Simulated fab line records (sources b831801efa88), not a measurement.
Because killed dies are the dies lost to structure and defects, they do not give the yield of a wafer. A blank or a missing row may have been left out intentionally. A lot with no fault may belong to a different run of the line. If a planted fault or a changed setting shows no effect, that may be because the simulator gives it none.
Which tool is to blame? :: flow gf180mcu :: Sampling: 14 lots, 42 wafers, 6 of 602 route steps

== WHAT THE GAUGES SHOWED, per wafer ==
GF_MVSD_TW_MEAS_11. Usual: MVSD_TW typically reads 1573, with standard deviation 10.
lot: L224
measured: day 4 14:44
on: film-metro-03
MVSD_TW: 1558 1554 1559
flag: 

lot: L225
measured: day 4 18:16
on: film-metro-03
MVSD_TW: 1558 1565 1558
flag: 

lot: L226
measured: day 4 22:41
on: film-metro-03
MVSD_TW: 1558 1558 1557
flag: 

lot: L228
measured: day 5 10:39
on: film-metro-02
MVSD_TW: 1580 1574 1568
flag: 

lot: L229
measured: day 5 15:45
on: film-metro-04
MVSD_TW: 1587 1583 1579
flag: 

lot: L231
measured: day 6 05:31
on: film-metro-04
MVSD_TW: 1932 1937 1927
flag: OFF

lot: L233
measured: day 6 14:46
on: film-metro-03
MVSD_TW: 1569 1565 1561
flag: 

lot: L237
measured: day 7 14:23
on: film-metro-02
MVSD_TW: 1580 1578 1588
flag: 

lot: L239
measured: day 8 02:37
on: film-metro-03
MVSD_TW: 1904 1916 1919
flag: OFF

lot: L241
measured: day 8 13:39
on: film-metro-02
MVSD_TW: 1572 1579 1577
flag: 

lot: L242
measured: day 8 17:33
on: film-metro-04
MVSD_TW: 1585 1594 1592
flag: 

lot: L245
measured: day 9 14:38
on: film-metro-04
MVSD_TW: 1566 1570 1567
flag: 

lot: L246
measured: day 9 18:01
on: film-metro-03
MVSD_TW: 1580 1584 1589
flag: 

lot: L247
measured: day 10 00:04
on: film-metro-02
MVSD_TW: 1577 1588 1582
flag: 

GF_VT_IMPLANT_RS_MEAS_46: measures by four-point-probe. Usual: MVSD_RS typically reads 455.9 ohm/sq, with standard deviation 1.1.
lot: L224
measured: day 7 18:41
on: film-metro-04
MVSD_RS (ohm/sq): 455.5 456.6 457.1
flag: 

lot: L225
measured: day 7 22:20
on: film-metro-02
MVSD_RS (ohm/sq): 456.6 457.2 457.1
flag: 

lot: L226
measured: day 8 03:04
on: film-metro-04
MVSD_RS (ohm/sq): 455.4 455.4 455.7
flag: 

lot: L228
measured: day 8 16:58
on: film-metro-02
MVSD_RS (ohm/sq): 454.8 456.7 456.5
flag: 

lot: L229
measured: day 8 21:43
on: film-metro-02
MVSD_RS (ohm/sq): 455.1 457.4 455.1
flag: 

lot: L231
measured: day 9 14:34
on: film-metro-03
MVSD_RS (ohm/sq): 336.6 336.0 335.9
flag: OFF

lot: L233
measured: day 10 00:52
on: film-metro-03
MVSD_RS (ohm/sq): 454.9 455.2 457.2
flag: 

lot: L237
measured: day 11 04:51
on: film-metro-04
MVSD_RS (ohm/sq): 458.1 457.7 456.7
flag: 

lot: L239
measured: day 11 18:16
on: film-metro-04
MVSD_RS (ohm/sq): 336.1 335.6 334.2
flag: OFF

lot: L241
measured: day 12 07:03
on: film-metro-04
MVSD_RS (ohm/sq): 455.0 455.8 457.0
flag: 

lot: L242
measured: day 12 12:13
on: film-metro-03
MVSD_RS (ohm/sq): 455.8 455.0 454.1
flag: 

lot: L245
measured: day 13 11:37
on: film-metro-02
MVSD_RS (ohm/sq): 457.1 457.7 458.5
flag: 

lot: L246
measured: day 13 15:49
on: film-metro-03
MVSD_RS (ohm/sq): 456.1 456.1 454.4
flag: 

lot: L247
measured: day 13 23:01
on: film-metro-04
MVSD_RS (ohm/sq): 454.9 455.6 455.2
flag: 

GF_POLY_GATE_THK_MEAS_17. Usual: POLY_GATE_OXIDATION_THK typically reads 4.05 nm, with standard deviation 0.092.
lot: L224
measured: day 9 11:31
on: film-metro-04
POLY_GATE_OXIDATION_THK (nm): 4.10 4.06 4.06
flag: 

lot: L225
measured: day 9 15:46
on: film-metro-04
POLY_GATE_OXIDATION_THK (nm): 4.16 4.13 4.19
flag: 

lot: L226
measured: day 9 22:47
on: film-metro-04
POLY_GATE_OXIDATION_THK (nm): 4.03 4.04 4.11
flag: 

lot: L228
measured: day 10 11:35
on: film-metro-04
POLY_GATE_OXIDATION_THK (nm): 4.06 3.92 3.94
flag: 

lot: L229
measured: day 10 21:19
on: film-metro-04
POLY_GATE_OXIDATION_THK (nm): 4.01 4.04 4.01
flag: 

lot: L231
measured: day 11 16:08
on: film-metro-04
POLY_GATE_OXIDATION_THK (nm): 4.21 4.14 4.15
flag: 

lot: L233
measured: day 11 19:42
on: film-metro-03
POLY_GATE_OXIDATION_THK (nm): 4.21 4.21 4.10
flag: 

lot: L237
measured: day 13 11:00
on: film-metro-01
POLY_GATE_OXIDATION_THK (nm): 4.03 4.04 4.05
flag: 

lot: L239
measured: day 13 22:38
on: film-metro-01
POLY_GATE_OXIDATION_THK (nm): 4.09 4.04 4.07
flag: 

lot: L241
measured: day 14 07:26
on: film-metro-03
POLY_GATE_OXIDATION_THK (nm): 3.99 3.98 3.94
flag: 

lot: L242
measured: day 14 17:02
on: film-metro-03
POLY_GATE_OXIDATION_THK (nm): 3.96 3.96 3.99
flag: 

lot: L245
measured: day 15 14:08
on: film-metro-04
POLY_GATE_OXIDATION_THK (nm): 4.19 4.10 4.15
flag: 

lot: L246
measured: day 15 18:32
on: film-metro-04
POLY_GATE_OXIDATION_THK (nm): 4.03 3.94 4.02
flag: 

lot: L247
measured: day 16 02:50
on: film-metro-04
POLY_GATE_OXIDATION_THK (nm): 4.12 4.09 4.16
flag: 

GF_PSD_CD_MEAS_07 targets a cd of 400 nm. Usual: cd-nm 399.3 nm, standard deviation 2.3.
lot: L224
measured: day 14 08:22
on: cd-sem-02
cd-nm (nm): 401.0 401.5 402.3
flag: 

lot: L225
measured: day 14 12:43
on: cd-sem-02
cd-nm (nm): 399.5 401.0 400.8
flag: 

lot: L226
measured: day 14 22:15
on: cd-sem-01
cd-nm (nm): 398.7 399.5 401.6
flag: 

lot: L228
measured: day 15 13:30
on: cd-sem-01
cd-nm (nm): 398.4 399.0 397.9
flag: 

lot: L229
measured: day 16 00:00
on: cd-sem-01
cd-nm (nm): 400.5 403.0 403.3
flag: 

lot: L231
measured: day 16 23:39
on: cd-sem-01
cd-nm (nm): 398.7 398.4 398.4
flag: 

lot: L233
measured: day 17 04:14
on: cd-sem-01
cd-nm (nm): 394.1 392.7 394.3
flag: 

lot: L237
measured: day 19 05:06
on: cd-sem-02
cd-nm (nm): 400.7 400.8 400.3
flag: 

lot: L239
measured: day 19 18:16
on: cd-sem-02
cd-nm (nm): 401.4 401.8 401.7
flag: 

lot: L241
measured: day 20 06:09
on: cd-sem-01
cd-nm (nm): 400.6 401.4 401.8
flag: 

lot: L242
measured: day 20 16:13
on: cd-sem-02
cd-nm (nm): 402.0 402.4 398.8
flag: 

lot: L245
measured: day 21 15:21
on: cd-sem-01
cd-nm (nm): 396.1 397.3 397.2
flag: 

lot: L246
measured: day 21 21:25
on: cd-sem-02
cd-nm (nm): 397.6 398.0 399.3
flag: 

lot: L247
measured: day 22 04:28
on: cd-sem-01
cd-nm (nm): 401.8 401.7 400.8
flag: 

== WHAT TOOL EACH LOT RAN ON (gives the tool, then ch and the chambers of the sampled wafers, and finally the start) ==
lot: L224
GF_MVSD_IMPLANT_08: implanter-02 ch 0, day 4 14:20
GF_VT_IMPLANT_RTA_45: rtp-anneal-02 ch 0, day 7 18:34

lot: L225
GF_MVSD_IMPLANT_08: implanter-02 ch 0, day 4 17:53
GF_VT_IMPLANT_RTA_45: rtp-anneal-01 ch 0, day 7 22:14

lot: L226
GF_MVSD_IMPLANT_08: implanter-02 ch 0, day 4 22:19
GF_VT_IMPLANT_RTA_45: rtp-anneal-01 ch 0, day 8 02:58

lot: L228
GF_MVSD_IMPLANT_08: implanter-02 ch 0, day 5 10:15
GF_VT_IMPLANT_RTA_45: rtp-anneal-02 ch 0, day 8 16:52

lot: L229
GF_MVSD_IMPLANT_08: implanter-01 ch 0, day 5 15:21
GF_VT_IMPLANT_RTA_45: rtp-anneal-01 ch 0, day 8 21:37

lot: L231
GF_MVSD_IMPLANT_08: implanter-01 ch 0, day 6 04:47
GF_VT_IMPLANT_RTA_45: rtp-anneal-01 ch 0, day 9 14:28

lot: L233
GF_MVSD_IMPLANT_08: implanter-01 ch 0, day 6 14:24
GF_VT_IMPLANT_RTA_45: rtp-anneal-01 ch 0, day 10 00:45

lot: L237
GF_MVSD_IMPLANT_08: implanter-01 ch 0, day 7 13:59
GF_VT_IMPLANT_RTA_45: rtp-anneal-02 ch 0, day 11 04:45

lot: L239
GF_MVSD_IMPLANT_08: implanter-04 ch 0, day 8 01:55
GF_VT_IMPLANT_RTA_45: rtp-anneal-02 ch 0, day 11 18:10

lot: L241
GF_MVSD_IMPLANT_08: implanter-01 ch 0, day 8 13:15
GF_VT_IMPLANT_RTA_45: rtp-anneal-02 ch 0, day 12 06:57

lot: L242
GF_MVSD_IMPLANT_08: implanter-04 ch 0, day 8 17:10
GF_VT_IMPLANT_RTA_45: rtp-anneal-02 ch 0, day 12 12:07

lot: L245
GF_MVSD_IMPLANT_08: implanter-02 ch 0, day 9 14:14
GF_VT_IMPLANT_RTA_45: rtp-anneal-02 ch 0, day 13 11:31

lot: L246
GF_MVSD_IMPLANT_08: implanter-02 ch 0, day 9 17:38
GF_VT_IMPLANT_RTA_45: rtp-anneal-01 ch 0, day 13 15:43

lot: L247
GF_MVSD_IMPLANT_08: implanter-02 ch 0, day 9 23:41
GF_VT_IMPLANT_RTA_45: rtp-anneal-02 ch 0, day 13 22:55
- GF_MVSD_IMPLANT_08
- GF_VT_IMPLANT_RTA_45: time 30 s.

== WHAT THE TOOLS THEMSELVES READ (means of the sampled wafers that have a number; where no wafer has one, the mark that the record gives instead) ==
GF_VT_IMPLANT_RTA_45. Usual: lamp-power-pct 36.1 %, standard deviation 0.5; wafer_temp_C_max 1055.6, standard deviation 1.6.
lot: L224
tool: rtp-anneal-02
lamp-power-pct (%): 36.5
wafer_temp_C_max: 1057.0
flag: 

lot: L225
tool: rtp-anneal-01
lamp-power-pct (%): 35.6
wafer_temp_C_max: 1053.4
flag: 

lot: L226
tool: rtp-anneal-01
lamp-power-pct (%): 35.6
wafer_temp_C_max: 1054.4
flag: 

lot: L228
tool: rtp-anneal-02
lamp-power-pct (%): 36.5
wafer_temp_C_max: 1055.5
flag: 

lot: L229
tool: rtp-anneal-01
lamp-power-pct (%): 35.6
wafer_temp_C_max: 1053.9
flag: 

lot: L231
tool: rtp-anneal-01
lamp-power-pct (%): 35.6
wafer_temp_C_max: 1054.1
flag: 

lot: L233
tool: rtp-anneal-01
lamp-power-pct (%): 35.6
wafer_temp_C_max: 1055.5
flag: 

lot: L237
tool: rtp-anneal-02
lamp-power-pct (%): 36.5
wafer_temp_C_max: 1055.7
flag: 

lot: L239
tool: rtp-anneal-02
lamp-power-pct (%): 36.5
wafer_temp_C_max: 1056.8
flag: 

lot: L241
tool: rtp-anneal-02
lamp-power-pct (%): 36.6
wafer_temp_C_max: 1056.6
flag: 

lot: L242
tool: rtp-anneal-02
lamp-power-pct (%): 36.6
wafer_temp_C_max: 1056.3
flag: 

lot: L245
tool: rtp-anneal-02
lamp-power-pct (%): 36.6
wafer_temp_C_max: 1056.3
flag: 

lot: L246
tool: rtp-anneal-01
lamp-power-pct (%): 35.6
wafer_temp_C_max: 1054.7
flag: 

lot: L247
tool: rtp-anneal-02
lamp-power-pct (%): 36.6
wafer_temp_C_max: 1056.8
flag: 

== THE ANSWER, worked out from the rows above alone ==
Rule: take the mean of a lot's wafers that have a number; if it is more than 3 standard deviations from the usual mean, the lot is off. Also off: a lot with no number at a reading for which 4 or more lots have one. The other lots that the step has rows for count as sound. The gauges are gone through in route order, then the tools' own readings, and for those a lot's mean is taken as printed above. The first step at which some lot is off is used, and at that step the reading that is off furthest; a lot without a number counts as furthest.
Off: L231, L239, at GF_MVSD_TW_MEAS_11 (MVSD_TW).
If a tool, at a process step before that reading, ran all the lots that are off and no sound lot after the first of them, it fits. Those tools and the gauges at GF_MVSD_TW_MEAS_11 are tried in the same way. Of those tried, none fits.

== WHAT HAD BEEN PUT IN BY THE SIMULATOR ==
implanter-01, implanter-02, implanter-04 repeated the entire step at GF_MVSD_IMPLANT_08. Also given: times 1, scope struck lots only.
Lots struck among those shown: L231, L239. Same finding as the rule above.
